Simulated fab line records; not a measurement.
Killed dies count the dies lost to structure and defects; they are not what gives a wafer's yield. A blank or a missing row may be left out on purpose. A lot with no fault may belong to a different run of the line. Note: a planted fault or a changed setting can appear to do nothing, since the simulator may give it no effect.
Tool commonality check ; flow gf180mcu ; 12 lots and 36 wafers in the sample

## REASON FOR OPENING
2 of 12 lots carry a flag on the reading NWELL_RS at GF_VT_IMPLANT_RS_MEAS_47. Wafers without a fault read 487.2 ohm/sq, standard deviation 1.3.
Rule: a lot is flagged when every wafer of it that has a number lies more than 4 standard deviations from that mean, or none has a number. As for the other lots, they are considered sound.

lot;measured;on;NWELL_RS (ohm/sq), wafer by wafer;flag
L474;day 7 12:37;filmMetro-01;486.6 486.8 487.9;
L477;day 8 08:34;filmMetro-01;487.1 487.5 486.0;
L479;day 8 22:32;filmMetro-01;489.1 487.7 488.8;
L481;day 9 10:19;filmMetro-01;485.5 484.4 487.3;
L483;day 10 01:50;filmMetro-01;488.7 489.0 488.5;
L484;day 10 07:22;filmMetro-02;486.9 487.6 487.3;
L485;day 10 13:52;filmMetro-01;487.9 488.2 487.3;
L487;day 11 04:50;filmMetro-02;486.8 487.1 488.3;
L493;day 12 20:12;filmMetro-03;487.1 486.5 486.8;
L495;day 13 09:47;filmMetro-03;486.5 486.6 486.0;
L496;day 13 17:24;filmMetro-01;507.2 506.4 507.3;FLAGGED
L497;day 14 00:40;filmMetro-01;507.8 505.5 506.7;FLAGGED
Average over the flagged lots: 506.8 ohm/sq; offset from the usual +19.6 ohm/sq, equal to +15 standard deviations.

## EACH LOT AND THE TOOL IT RAN ON
Before the reading, the record contains 2 process steps out of a 602-step route. Cell contents, in order: the tool; ch with the chambers the sampled wafers went through; the start.
lot;flag;GF_STI_STRIP_15;GF_NWELL_IMPLANT_09
L474;;plasmaAsher-04 ch 0,1, day 2 02:09;implanter-01 ch 0, day 3 07:23
L477;;plasmaAsher-01 ch 0,1, day 2 17:09;implanter-01 ch 0, day 4 00:15
L479;;plasmaAsher-04 ch 0,1, day 3 04:07;implanter-01 ch 0, day 4 12:08
L481;;plasmaAsher-04 ch 0,1, day 3 12:58;implanter-03 ch 0, day 4 20:32
L483;;plasmaAsher-01 ch 0,1, day 4 00:07;implanter-01 ch 0, day 5 08:37
L484;;plasmaAsher-01 ch 1, day 4 05:20;implanter-03 ch 0, day 5 14:42
L485;;plasmaAsher-04 ch 0,1, day 4 10:10;implanter-01 ch 0, day 5 19:38
L487;;plasmaAsher-01 ch 0,1, day 4 21:34;implanter-03 ch 0, day 6 07:52
L493;;plasmaAsher-04 ch 0,1, day 6 03:04;implanter-03 ch 0, day 7 14:34
L495;;plasmaAsher-01 ch 0, day 6 14:50;implanter-02 ch 0, day 8 02:28
L496;FLAGGED;plasmaAsher-01 ch 0,1, day 6 18:34;implanter-03 ch 0, day 8 07:52
L497;FLAGGED;plasmaAsher-02 ch 0,1, day 7 00:04;implanter-03 ch 0, day 8 13:08
What these steps do:
- GF_STI_STRIP_15: strips in O2/N2.
- GF_NWELL_IMPLANT_09
- GF_VT_IMPLANT_RS_MEAS_47: measures by four-point-probe.

## FLAGGED AGAINST TOTAL, ONE TOOL AT A TIME (gauges that did the reading follow at the end)
step;tool;lots run;flagged;share of the flagged lots;sound lots run after its first flagged lot
GF_STI_STRIP_15;plasmaAsher-01;6;1;some;0
GF_STI_STRIP_15;plasmaAsher-02;1;1;some;0
GF_STI_STRIP_15;plasmaAsher-04;5;0;none;-
GF_NWELL_IMPLANT_09;implanter-01;5;0;none;-
GF_NWELL_IMPLANT_09;implanter-02;1;0;none;-
GF_NWELL_IMPLANT_09;implanter-03;6;2;all;0
GF_VT_IMPLANT_RS_MEAS_47;filmMetro-01;8;2;all;0
GF_VT_IMPLANT_RS_MEAS_47;filmMetro-02;2;0;none;-
GF_VT_IMPLANT_RS_MEAS_47;filmMetro-03;2;0;none;-

## THE TABLE: WHAT IT ALLOWS
Every flagged lot went through 2 rows of the table: implanter-03 at GF_NWELL_IMPLANT_09 and filmMetro-01 at GF_VT_IMPLANT_RS_MEAS_47.
- implanter-03 at GF_NWELL_IMPLANT_09: 2 of its 6 lots flagged. It ran its last sound lot, L493, at day 7 14:34 and its first flagged lot, L496, at day 8 07:52: a fault with its onset between the two fits. Its own readings lie more than 4 standard deviations out on every wafer of the flagged lots: doseIonsCm2, faradayCurrentUA.
- filmMetro-01 at GF_VT_IMPLANT_RS_MEAS_47: 2 of its 8 lots flagged. It ran its last sound lot, L485, at day 10 13:52 and its first flagged lot, L496, at day 13 17:24: a fault with its onset between the two fits.
A lot count leaves these 2 tools indistinguishable: every one of them fits a fault beginning at some hour. More lots, or a look at what each step does to the wafer, might.

## WHAT THE SIMULATOR HAD INSERTED
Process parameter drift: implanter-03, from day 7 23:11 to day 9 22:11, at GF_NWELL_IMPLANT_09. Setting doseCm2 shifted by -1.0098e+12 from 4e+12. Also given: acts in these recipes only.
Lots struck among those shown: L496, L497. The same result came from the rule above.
